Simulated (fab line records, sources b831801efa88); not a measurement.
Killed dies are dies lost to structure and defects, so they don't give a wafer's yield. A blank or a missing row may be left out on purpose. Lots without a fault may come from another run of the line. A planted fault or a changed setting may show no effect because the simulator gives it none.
A struck lot beside a sound one | flow gf180mcu | 15 steps out of a route of 602
Sound: wafers L645.2, L645.4, L645.6. Struck: wafers L650.1, L650.2, L650.6. The cause comes at the end.
At each step with rows: each side's tool, then ch and its chambers, then its first start. Under that, the readings that differ: sound wafers | struck wafers | difference of the means | sigmas: that difference in standard deviations of wafers without a fault.
alike: readings whose means differ by less than 2 such deviations, and words and numbers that are the same on both sides. not compared: withheld readings, readings that some wafer has no value for, bounds like >300 that may hide the same value, and numbers for which the record gives no deviation and whose values overlap.
The two part at a step that has a row with sigmas, a row that says differs or no value, or rows on one side only. Numbers that don't overlap but have no deviation are shown without sigmas and don't part them. A reading that every wafer of one side lacks parts them only if that side has two wafers or more.

first, 5 steps without rows for these wafers: GF_VT_IMPLANT_COAT_02 (resist thk 1000 nm); GF_VT_IMPLANT_SOFTBAKE_03 (time 60 s); GF_VT_IMPLANT_EXPOSE_04 (exposes mask LVPWELL LV AREA, target cd 600 nm); GF_VT_IMPLANT_PEB_05; GF_VT_IMPLANT_DEVELOP_06 (develop time 60 s).
GF_VT_IMPLANT_OVL_MEAS_07:
  sound on overlay-01, day 8 03:57; struck on overlay-01, day 9 10:42
  alike: VT_IMPLANT_OVL
then, 1 step without rows for these wafers: GF_VT_IMPLANT_IMPLANT_08.
GF_VT_IMPLANT_STRIP_09: strips in O2/N2.
  sound on plasma_asher-02 ch 0,1, day 8 04:08; struck on plasma_asher-03 ch 0,1, day 9 10:53
  reading            | sound       | struck      | difference | sigmas
  heater_power_w (W) | 357 347 348 | 305 348 313 | -29        | -2
  alike: drypump_motor_current_A, oes_product_au, strip_time_to_endpoint_s
  not compared: rf_hours_counter_h
GF_VT_IMPLANT_TW_MEAS_10:
  sound on film_metro-01, day 8 04:14; struck on film_metro-04, day 9 10:59
  alike: VT_IMPLANT_TW
then, 3 steps without rows for these wafers: GF_VT_IMPLANT_DEHYDRATE_11 (time 60 s); GF_VT_IMPLANT_HMDS_12 (prime time 60 s); GF_VT_IMPLANT_COAT_13 (resist thk 1000 nm).
GF_VT_IMPLANT_SOFTBAKE_14: time 60 s.
  sound on litho_track-01 ch 0, day 8 12:25; struck on litho_track-01 ch 0, day 9 18:59
  reading                  | sound             | struck            | difference | sigmas
  heater_power_total_W (W) | 56.65 56.61 56.69 | 59.98 60.07 60.07 | +3.39      | +72
  run_length_s (s)         | 88.83 88.96 89.08 | 78.83 78.86 78.96 | -10.07     | -37
  alike: chill_plate_temp_C
then, 2 steps without rows for these wafers: GF_VT_IMPLANT_EXPOSE_15 (exposes mask Nwell LV AREA, target cd 860 nm); GF_PASSIVATION_PROBE_99.

WHERE THEY PART
First at GF_VT_IMPLANT_STRIP_09; last, within this record, at GF_VT_IMPLANT_SOFTBAKE_14.

WHY: what the simulator had put in
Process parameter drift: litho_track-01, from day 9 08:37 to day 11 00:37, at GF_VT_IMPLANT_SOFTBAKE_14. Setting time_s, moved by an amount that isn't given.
